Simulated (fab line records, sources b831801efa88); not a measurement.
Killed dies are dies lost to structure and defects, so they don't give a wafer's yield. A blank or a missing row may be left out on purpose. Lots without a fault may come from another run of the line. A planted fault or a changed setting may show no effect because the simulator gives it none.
A struck lot beside a sound one | flow sky130 | 16 steps out of a route of 708
Sound: wafers L890.3, L890.5, L890.6. Struck: wafers L895.2, L895.4. (L895.5 of the same lot was not struck and is left out.) The cause comes at the end.
At each step with rows: each side's tool, then ch and its chambers, then its first start. Under that, the readings that differ: sound wafers | struck wafers | difference of the means | sigmas: that difference in standard deviations of wafers without a fault.
alike: readings whose means differ by less than 2 such deviations, and words and numbers that are the same on both sides. not compared: withheld readings, readings that some wafer has no value for, bounds like >300 that may hide the same value, and numbers for which the record gives no deviation and whose values overlap.
The two part at a step that has a row with sigmas, a row that says differs or no value, or rows on one side only. Numbers that don't overlap but have no deviation are shown without sigmas and don't part them. A reading that every wafer of one side lacks parts them only if that side has two wafers or more.

first, 3 steps without rows for these wafers: SKY_METAL2_EXPOSE_12 (exposes mask MM2, target cd 140 nm); SKY_METAL2_PEB_13; SKY_METAL2_DEVELOP_14 (develop time 60 s).
SKY_METAL2_CD_MEAS_15: target cd 140 nm.
  sound on cd_sem-01, day 37 18:29; struck on cd_sem-01, day 39 03:25
  alike: cd_nm
SKY_METAL2_OVL_MEAS_16:
  sound on overlay-02, day 37 18:34; struck on overlay-01, day 39 03:31
  alike: METAL2_OVL
SKY_METAL2_DESCUM_17: chemistry O2, time 8 s.
  sound on rie_metal-01 ch 0,1, day 37 18:37; struck on rie_metal-04 ch 0, day 39 03:33
  reading                     | sound             | struck      | difference | sigmas
  drypump_motor_current_A (A) | 6.2 6.0 6.2       | 5.4 5.4     | -0.7       | -2
  rf_fwd_power_W (W)          | 147.3 146.0 147.1 | 145.4 145.7 | -1.2       | -2
  alike: oes_product_au
  not compared: rf_hours_counter_h
SKY_METAL2_ETCH_18: etches BARC in N2/H2, stops on SiO2, time 45.9 s, target depth 60 nm.
  sound on rie_metal-01 ch 0,1, day 37 18:39; struck on rie_metal-04 ch 0, day 39 03:35
  reading                     | sound                | struck        | difference | sigmas
  drypump_motor_current_A (A) | 6.2 6.0 6.2          | 5.4 5.4       | -0.7       | -2
  rf_fwd_power_W (W)          | 497.2 496.4 499.4    | 493.5 491.7   | -5.1       | -3
  throttle_valve_pct (%)      | 13.232 13.216 13.214 | 13.242 13.243 | +0.022     | +3
  alike: oes_product_au
  not compared: rf_hours_counter_h
SKY_METAL2_METAL_ETCH_19: etches the open film in Cl2/BCl3, stops on SiO2, target depth 360 nm, time 78 s.
  sound on rie_metal-01 ch 0,1, day 37 18:43; struck on rie_metal-04 ch 0, day 39 03:39
  reading                     | sound       | struck  | difference | sigmas
  drypump_motor_current_A (A) | 6.2 6.1 6.2 | 5.4 5.4 | -0.8       | -2
  alike: oes_product_au, rf_fwd_power_W, throttle_valve_pct
  not compared: rf_hours_counter_h
SKY_METAL2_STRIP_20: strips in O2/N2.
  sound on plasma_asher-01 ch 0,1, day 37 18:49; struck on plasma_asher-01 ch 1, day 39 03:44
  alike: drypump_motor_current_A, oes_product_au, strip_time_to_endpoint_s
  not compared: rf_hours_counter_h
then, 3 steps without rows for these wafers: SKY_METAL2_STRIP_21 (strips in post etch residue remover, time 1200 s); SKY_METAL2_CLEAN_22 (cleans in IPA, time 180 s); SKY_METAL2_CLEAN_23 (cleans in O3/DIW).
SKY_VIA2_HDPCVD_00: deposits SiO2, target thk 1180 nm, time 196.7 s.
  sound on hdpcvd-01 ch 0,1, day 37 19:22; struck on hdpcvd-02 ch 0,1, day 39 04:21
  reading                                  | sound             | struck      | difference | sigmas
  run_length_s (s)                         | 224.4 224.9 224.3 | 231.6 230.9 | +6.7       | +14
  model.SiO2_of_VIA2_HDPCVD_00.thk_nm (nm) | 1157 1167 1162    | 1235 1225   | +68        |
  alike: susceptor_temp_C
SKY_VIA2_THK_MEAS_01:
  sound on film_metro-01, day 37 19:31; struck on film_metro-04, day 39 04:43
  reading              | sound          | struck    | difference | sigmas
  VIA2_HDPCVD_THK (nm) | 1157 1167 1162 | 1234 1226 | +68        | +6
  not compared: hold
SKY_VIA2_CMP_02: polishes SiO2.
  sound on cmp-01 ch 0,1,3, day 37 19:40; struck on cmp-01 ch 0,2, day 39 06:12
  reading | sound | struck                                            | difference                   | sigmas
  hold    | - - - | await_dispo/1.4h/release await_dispo/1.4h/release | no value on the sound wafers |
  alike: edge_zone_pressure_frac, motor_current_A
SKY_PAD_OPEN_PROBE_99:
  the record has rows for the sound wafers here (prober-01, day 47 20:37) and none for the struck ones

WHERE THEY PART
First at SKY_METAL2_DESCUM_17; last, within this record, at SKY_PAD_OPEN_PROBE_99.

WHY: what the simulator had put in
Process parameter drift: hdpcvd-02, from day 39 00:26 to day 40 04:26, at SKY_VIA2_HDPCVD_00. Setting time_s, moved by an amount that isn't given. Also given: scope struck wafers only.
